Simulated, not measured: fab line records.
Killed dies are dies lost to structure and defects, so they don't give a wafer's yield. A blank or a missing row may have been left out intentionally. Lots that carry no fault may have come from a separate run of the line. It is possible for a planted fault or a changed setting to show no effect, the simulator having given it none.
fab line records -- flow sky130
record lots=13, wafers=39, lastDay=50
route steps=708 shown METAL4@600 VIA4@657 METAL5@666
lots that met no fault: from a run of the same line without faults
startH: start of the lot's first displayed wafer, in hours after the record's first day -- waitH: hours from the lot's prior step to this one -- " as in the row above -- L1.1+2: several wafers, shown together as one row -- - either no value or no given start -- * or withheld: withheld -- < > ~ a bound
route shown NAME@n: names a module that has steps shown in the file, with the first one's number in the route -- usual: average and standard deviation across the fault-free wafers -- same: alike in all rows -- chamber/n: place in a boat -- sites: per-site readings -- _std_site: standard deviation across them -- _edge_site: inner sites' mean taken away from outer sites' mean -- radiusMm: for every site, how far away it sits from the centre of the wafer -- mask NAME#n: copy n -- behind: the last tool/chamber to shape the wafer -- hold: reason for holding the lot/hours on hold/outcome of the hold -- device: the transistor (n, p or np) that didn't switch -- end of line: the route-end tests of the same wafers -- a step without rows: its recipe alone -- killed: not the wafer's yield, but the dies lost to structure and defects at the first sort -- map: the dies of a wafer, with x for killed, . for not killed, _ for no die there
set.NAME: the run value of the setting; set.NAME@STEP: its run value at that earlier step -- model.NAME: the simulator's own value behind a step, which no gauge read
steps of the route over a sample of lots; a table a step, a row a wafer
services: when a tool's chamber went out of use (startH, in hours from the record's first day, below 0 if earlier), for how many hours, and the reason
## steps
# step SKY_METAL4_SPUTTER_02
# recipe material=AlCu, targetThkNm=735, powerW=10600, timeS=39.1, chamberPressurePa=0.4
# usual throttleValvePct=29.6/0.93
lot.wafer,tool,chamber,startH,waitH,throttleValvePct
L190.4,pvdSputter-04,-,928.97,0.0,29.9
L190.5,pvdSputter-04,-,928.97,0.0,30.9
L190.6,pvdSputter-04,-,928.97,0.0,28.7
L191.2,pvdSputter-02,-,937.79,0.0,30.5
L191.5,pvdSputter-02,-,937.79,0.0,30.6
L191.6,pvdSputter-02,-,937.79,0.0,29.0
L193.2,pvdSputter-02,-,952.25,0.0,29.2
L193.4,pvdSputter-02,-,952.25,0.0,28.1
L193.5,pvdSputter-02,-,952.25,0.0,27.9
L194.1,pvdSputter-04,-,959.20,0.0,28.6
L194.3,pvdSputter-04,-,959.20,0.0,30.7
L194.5,pvdSputter-04,-,959.20,0.0,30.9
L195.2,pvdSputter-02,-,962.69,0.0,29.6
L195.3,pvdSputter-02,-,962.69,0.0,29.1
L195.4,pvdSputter-02,-,962.69,0.0,27.9
L198.1,pvdSputter-03,-,995.13,0.0,30.1
L198.5,pvdSputter-03,-,995.13,0.0,31.0
L198.6,pvdSputter-03,-,995.13,0.0,28.9
L201.1,pvdSputter-02,-,1016.75,0.0,29.0
L201.3,pvdSputter-02,-,1016.75,0.0,29.5
L201.6,pvdSputter-02,-,1016.75,0.0,29.5
L203.2,pvdSputter-02,-,1023.70,0.0,29.0
L203.3,pvdSputter-02,-,1023.70,0.0,28.4
L203.4,pvdSputter-02,-,1023.70,0.0,30.4
L204.1,pvdSputter-03,-,1024.71,0.0,30.9
L204.4,pvdSputter-03,-,1024.71,0.0,31.1
L204.5,pvdSputter-03,-,1024.71,0.0,31.1
L208.3,pvdSputter-02,-,1054.03,0.0,30.2
L208.4,pvdSputter-02,-,1054.03,0.0,29.6
L208.5,pvdSputter-02,-,1054.03,0.0,30.2
L209.1,pvdSputter-04,-,1072.11,0.0,31.0
L209.2,pvdSputter-04,-,1072.11,0.0,29.5
L209.5,pvdSputter-04,-,1072.11,0.0,29.8
L212.4,pvdSputter-02,-,1077.60,0.0,28.1
L212.5,pvdSputter-02,-,1077.60,0.0,28.2
L212.6,pvdSputter-02,-,1077.60,0.0,29.5
L213.2,pvdSputter-02,-,1080.42,0.0,30.4
L213.3,pvdSputter-02,-,1080.42,0.0,29.3
L213.5,pvdSputter-02,-,1080.42,0.0,29.2
# step SKY_METAL4_DESCUM_15
# recipe chemistry=O2, sourcePowerW=150, biasPowerW=0, pressureMtorr=10, tempC=40, timeS=8
# usual drypumpMotorCurrentA=6.2/0.34, oesProductAu=0.993/0.01
lot.wafer,tool,chamber,startH,waitH,drypumpMotorCurrentA,oesProductAu,rfHoursCounterH
L190.4,rieMetal-01,1,978.38,0.0,6.8,0.974,-
L190.5,rieMetal-01,0,978.38,0.0,5.6,0.990,-
L190.6,rieMetal-01,1,978.38,0.0,6.8,0.986,-
L191.2,rieMetal-02,1,986.82,0.0,6.3,0.997,13
L191.5,rieMetal-02,0,986.82,0.0,6.2,1.006,-
L191.6,rieMetal-02,1,986.82,0.0,6.3,0.988,-
L193.2,rieMetal-02,1,1000.97,0.0,6.4,0.981,14
L193.4,rieMetal-02,1,1000.97,0.0,6.3,1.001,-
L193.5,rieMetal-02,1,1000.97,0.0,6.3,1.003,-
L194.1,rieMetal-04,0,1006.99,0.0,6.1,1.014,18
L194.3,rieMetal-04,0,1006.99,0.0,6.1,0.999,-
L194.5,rieMetal-04,0,1006.99,0.0,6.2,0.999,-
L195.2,rieMetal-04,0,1010.97,0.0,6.2,0.995,18
L195.3,rieMetal-04,0,1010.97,0.0,6.1,0.999,-
L195.4,rieMetal-04,1,1010.97,0.0,6.1,0.987,-
L198.1,rieMetal-01,0,1041.27,0.0,5.6,0.993,12
L198.5,rieMetal-01,0,1041.27,0.0,5.6,0.990,-
L198.6,rieMetal-01,1,1041.27,0.0,6.8,0.979,-
L201.1,rieMetal-01,0,1061.87,0.0,5.6,0.991,13
L201.3,rieMetal-01,0,1061.87,0.0,5.6,0.992,-
L201.6,rieMetal-01,0,1061.87,0.0,5.6,0.991,-
L203.2,rieMetal-04,1,1068.04,0.0,6.1,0.985,18
L203.3,rieMetal-04,1,1068.04,0.0,6.1,0.988,-
L203.4,rieMetal-04,0,1068.04,0.0,6.1,0.995,-
L204.1,rieMetal-04,1,1068.82,0.0,6.1,0.999,19
L204.4,rieMetal-04,0,1068.82,0.0,6.1,0.994,-
L204.5,rieMetal-04,0,1068.82,0.0,6.1,0.992,-
L208.3,rieMetal-01,0,1097.00,0.0,5.5,0.983,-
L208.4,rieMetal-01,1,1097.00,0.0,6.9,0.987,-
L208.5,rieMetal-01,0,1097.00,0.0,5.5,1.000,-
L209.1,rieMetal-01,1,1113.82,0.0,6.8,0.981,24
L209.2,rieMetal-01,0,1113.82,0.0,5.6,0.988,17
L209.5,rieMetal-01,0,1113.82,0.0,5.6,1.003,-
L212.4,rieMetal-04,1,1119.18,0.0,6.1,0.987,-
L212.5,rieMetal-04,1,1119.18,0.0,6.1,0.994,-
L212.6,rieMetal-04,0,1119.18,0.0,6.1,1.005,-
L213.2,rieMetal-02,1,1121.57,0.0,6.3,0.996,22
L213.3,rieMetal-02,0,1121.57,0.0,6.2,0.999,-
L213.5,rieMetal-02,1,1121.57,0.0,6.3,0.985,-
# step SKY_VIA4_CVD_18
# recipe material=W, targetThkNm=505, timeS=152.14, tempC=400, pressureTorr=40
# usual heaterPowerW=830/68
lot.wafer,tool,chamber,startH,waitH,heaterPowerW
L190.4,cvdW-01,1,1004.74,0.1,751
L190.5,cvdW-01,1,1004.74,0.1,742
L190.6,cvdW-01,0,1004.74,0.1,891
L191.2,cvdW-01,0,1012.44,0.0,899
L191.5,cvdW-01,1,1012.44,0.0,743
L191.6,cvdW-01,0,1012.44,0.0,885
L193.2,cvdW-01,0,1025.96,0.0,907
L193.4,cvdW-01,1,1025.96,0.0,745
L193.5,cvdW-01,1,1025.96,0.0,743
L194.1,cvdW-01,0,1031.78,0.0,883
L194.3,cvdW-01,1,1031.78,0.0,738
L194.5,cvdW-01,1,1031.78,0.0,757
L195.2,cvdW-01,0,1035.10,0.0,904
L195.3,cvdW-01,1,1035.10,0.0,760
L195.4,cvdW-01,0,1035.10,0.0,885
L198.1,cvdW-02,0,1064.90,0.0,873
L198.5,cvdW-02,0,1064.90,0.0,859
L198.6,cvdW-02,1,1064.90,0.0,835
L201.1,cvdW-01,0,1085.25,0.0,901
L201.3,cvdW-01,0,1085.25,0.0,912
L201.6,cvdW-01,0,1085.25,0.0,904
L203.2,cvdW-01,1,1091.55,0.0,737
L203.3,cvdW-01,0,1091.55,0.0,904
L203.4,cvdW-01,1,1091.55,0.0,735
L204.1,cvdW-02,0,1091.83,0.0,869
L204.4,cvdW-02,0,1091.83,0.0,896
L204.5,cvdW-02,0,1091.83,0.0,890
L208.3,cvdW-02,0,1119.55,0.1,876
L208.4,cvdW-02,1,1119.55,0.1,828
L208.5,cvdW-02,1,1119.55,0.1,826
L208.3,cvdW-02,0,1119.87,0.3,891
L208.4,cvdW-02,1,1119.87,0.3,819
L208.5,cvdW-02,1,1119.87,0.3,830
L209.1,cvdW-01,1,1135.41,0.0,732
L209.2,cvdW-01,0,1135.41,0.0,886
L209.5,cvdW-01,0,1135.41,0.0,884
L209.1,cvdW-01,1,1135.87,0.4,742
L209.2,cvdW-01,0,1135.87,0.4,895
L209.5,cvdW-01,0,1135.87,0.4,896
L212.4,cvdW-01,0,1140.70,0.1,905
L212.5,cvdW-01,1,1140.70,0.1,769
L212.6,cvdW-01,0,1140.70,0.1,921
L212.4,cvdW-01,0,1141.02,0.3,893
L212.5,cvdW-01,1,1141.02,0.3,751
L212.6,cvdW-01,0,1141.02,0.3,904
L213.2,cvdW-02,1,1142.58,0.0,842
L213.3,cvdW-02,1,1142.58,0.0,843
L213.5,cvdW-02,1,1142.58,0.0,837
# step SKY_VIA4_RS_MEAS_19
# recipe thkMeasGauge=four-point-probe, reads=W_of_VIA4_CVD_18+TiN_of_VIA4_SPUTTER_17
# usual VIA4_W_RS=0.2267/0.0022
lot.wafer,tool,chamber,startH,waitH,VIA4_W_RS[ohm/sq]
L190.4,filmMetro-01,-,1004.90,0.1,0.2272
L190.5,filmMetro-01,-,1004.90,0.1,0.2260
L190.6,filmMetro-01,-,1004.90,0.1,0.2291
L191.2,filmMetro-04,-,1012.61,0.1,0.2251
L191.5,filmMetro-04,-,1012.61,0.1,0.2250
L191.6,filmMetro-04,-,1012.61,0.1,0.2244
L193.2,filmMetro-04,-,1026.13,0.1,0.2259
L193.4,filmMetro-04,-,1026.13,0.1,0.2251
L193.5,filmMetro-04,-,1026.13,0.1,0.2240
L194.1,filmMetro-03,-,1031.93,0.1,0.2268
L194.3,filmMetro-03,-,1031.93,0.1,0.2273
L194.5,filmMetro-03,-,1031.93,0.1,0.2252
L195.2,filmMetro-03,-,1035.27,0.1,0.2271
L195.3,filmMetro-03,-,1035.27,0.1,0.2258
L195.4,filmMetro-03,-,1035.27,0.1,0.2265
L198.1,filmMetro-03,-,1065.05,0.1,0.2248
L198.5,filmMetro-03,-,1065.05,0.1,0.2258
L198.6,filmMetro-03,-,1065.05,0.1,0.2240
L201.1,filmMetro-03,-,1085.41,0.1,0.2279
L201.3,filmMetro-03,-,1085.41,0.1,0.2298
L201.6,filmMetro-03,-,1085.41,0.1,0.2272
L203.2,filmMetro-03,-,1091.72,0.1,0.2252
L203.3,filmMetro-03,-,1091.72,0.1,0.2287
L203.4,filmMetro-03,-,1091.72,0.1,0.2244
L204.1,filmMetro-04,-,1091.98,0.1,0.2327
L204.4,filmMetro-04,-,1091.98,0.1,0.2306
L204.5,filmMetro-04,-,1091.98,0.1,0.2313
L208.3,filmMetro-04,-,1120.01,0.1,0.1142
L208.4,filmMetro-04,-,1120.01,0.1,0.1125
L208.5,filmMetro-04,-,1120.01,0.1,0.1139
L208.3,filmMetro-04,-,1120.30,0.3,0.1139
L208.4,filmMetro-04,-,1120.30,0.3,0.1129
L208.5,filmMetro-04,-,1120.30,0.3,0.1143
L209.1,filmMetro-03,-,1136.02,0.1,0.1121
L209.2,filmMetro-03,-,1136.02,0.1,0.1112
L209.5,filmMetro-03,-,1136.02,0.1,0.1117
L209.1,filmMetro-03,-,1136.31,0.3,0.1122
L209.2,filmMetro-03,-,1136.31,0.3,0.1111
L209.5,filmMetro-03,-,1136.31,0.3,0.1115
L212.4,filmMetro-03,-,1141.18,0.1,0.1125
L212.5,filmMetro-03,-,1141.18,0.1,0.1124
L212.6,filmMetro-03,-,1141.18,0.1,0.1136
L212.4,filmMetro-03,-,1141.47,0.3,0.1126
L212.5,filmMetro-03,-,1141.47,0.3,0.1125
L212.6,filmMetro-03,-,1141.47,0.3,0.1135
L213.2,filmMetro-04,-,1142.75,0.1,0.2261
L213.3,filmMetro-04,-,1142.75,0.1,0.2285
L213.5,filmMetro-04,-,1142.75,0.1,0.2275
# step SKY_METAL5_RS_MEAS_05
# recipe thkMeasGauge=four-point-probe, reads=TiN_of_METAL5_SPUTTER_04+Ti_of_METAL5_SPUTTER_03+AlCu_of_METAL5_SPUTTER_02+TiN_of_METAL5_SPUTTER_01+Ti_of_METAL5_SPUTTER_00
# usual METAL5_ALCU_RS=0.0269/0.00029
lot.wafer,tool,chamber,startH,waitH,METAL5_ALCU_RS[ohm/sq]
L190.4,filmMetro-02,-,1005.54,0.1,0.02697
L190.5,filmMetro-02,-,1005.54,0.1,0.02677
L190.6,filmMetro-02,-,1005.54,0.1,0.02693
L191.2,filmMetro-03,-,1013.26,0.0,0.02679
L191.5,filmMetro-03,-,1013.26,0.0,0.02701
L191.6,filmMetro-03,-,1013.26,0.0,0.02682
L193.2,filmMetro-02,-,1026.78,0.0,0.02668
L193.4,filmMetro-02,-,1026.78,0.0,0.02728
L193.5,filmMetro-02,-,1026.78,0.0,0.02696
L194.1,filmMetro-03,-,1032.58,0.0,0.0267
L194.3,filmMetro-03,-,1032.58,0.0,0.02668
L194.5,filmMetro-03,-,1032.58,0.0,0.02664
L195.2,filmMetro-02,-,1035.92,0.0,0.02658
L195.3,filmMetro-02,-,1035.92,0.0,0.02636
L195.4,filmMetro-02,-,1035.92,0.0,0.02667
L198.1,filmMetro-02,-,1065.70,0.0,0.02735
L198.5,filmMetro-02,-,1065.70,0.0,0.02698
L198.6,filmMetro-02,-,1065.70,0.0,0.0271
L201.1,filmMetro-02,-,1086.26,0.0,0.02692
L201.3,filmMetro-02,-,1086.26,0.0,0.02724
L201.6,filmMetro-02,-,1086.26,0.0,0.02684
L203.2,filmMetro-03,-,1092.37,0.0,0.02707
L203.3,filmMetro-03,-,1092.37,0.0,0.02649
L203.4,filmMetro-03,-,1092.37,0.0,0.02656
L204.1,filmMetro-03,-,1092.63,0.0,0.02737
L204.4,filmMetro-03,-,1092.63,0.0,0.02703
L204.5,filmMetro-03,-,1092.63,0.0,0.02729
L213.2,filmMetro-02,-,1143.40,0.0,0.02665
L213.3,filmMetro-02,-,1143.40,0.0,0.02668
L213.5,filmMetro-02,-,1143.40,0.0,0.02678
## services
tool,chamber,startH,hours,kind
pvdSputter-03,-,907.52,4.1,repair
cvdW-01,0,918.00,-,clean
cvdW-01,1,918.00,-,clean
cvdW-01,1,936.93,1.4,repair
cvdW-02,1,949.67,17.9,repair
pvdSputter-02,-,997.40,1.4,repair
pvdSputter-02,1,1001.78,-,consumableReplace:kit
pvdSputter-02,1,1001.78,18.0,scheduledDown
pvdSputter-02,1,1001.78,18.0,ventCycle
cvdW-02,-,1010.73,6.0,pm
pvdSputter-02,-,1024.00,2.0,repair
rieMetal-01,-,1031.56,0.8,repair
rieMetal-02,0,1045.28,3.6,repair
rieMetal-02,-,1055.55,0.4,repair
pvdSputter-03,-,1058.94,89.3,repair
rieMetal-01,-,1088.78,1.1,repair
rieMetal-04,0,1128.63,-,clean
rieMetal-04,0,1128.63,-,consumableReplace:focusRing
rieMetal-04,0,1128.63,11.4,scheduledDown
rieMetal-04,0,1128.63,11.4,ventCycle
rieMetal-01,0,1138.94,17.7,repair
pvdSputter-02,0,1138.97,-,consumableReplace:kit
pvdSputter-02,0,1138.97,18.0,scheduledDown
pvdSputter-02,0,1138.97,18.0,ventCycle
## key
firstSign step=SKY_VIA4_CVD_18, reading=visit, direction=added
effect step=SKY_VIA4_RS_MEAS_19, reading=visit, direction=added
effect step=SKY_VIA4_RS_MEAS_19, reading=VIA4_W_RS, direction=down, sigmas=51, usual=0.2267, struck=0.1127
metAt SKY_VIA4_CVD_18
struckLots L208,L209,L212
scrappedBehind SKY_VIA4_RS_MEAS_19 L208.3,L208.4,L208.5,L209.1,L209.2,L209.5,L212.4,L212.5,L212.6
notActingAt SKY_METAL4_SPUTTER_02,SKY_METAL4_DESCUM_15,SKY_METAL5_RS_MEAS_05
fault kind=repeatedStepWhole, tool=cvdW-01,cvdW-02, chamber=-, onsetH=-, steps=SKY_VIA4_CVD_18, times=1, scope=struckLotsOnly
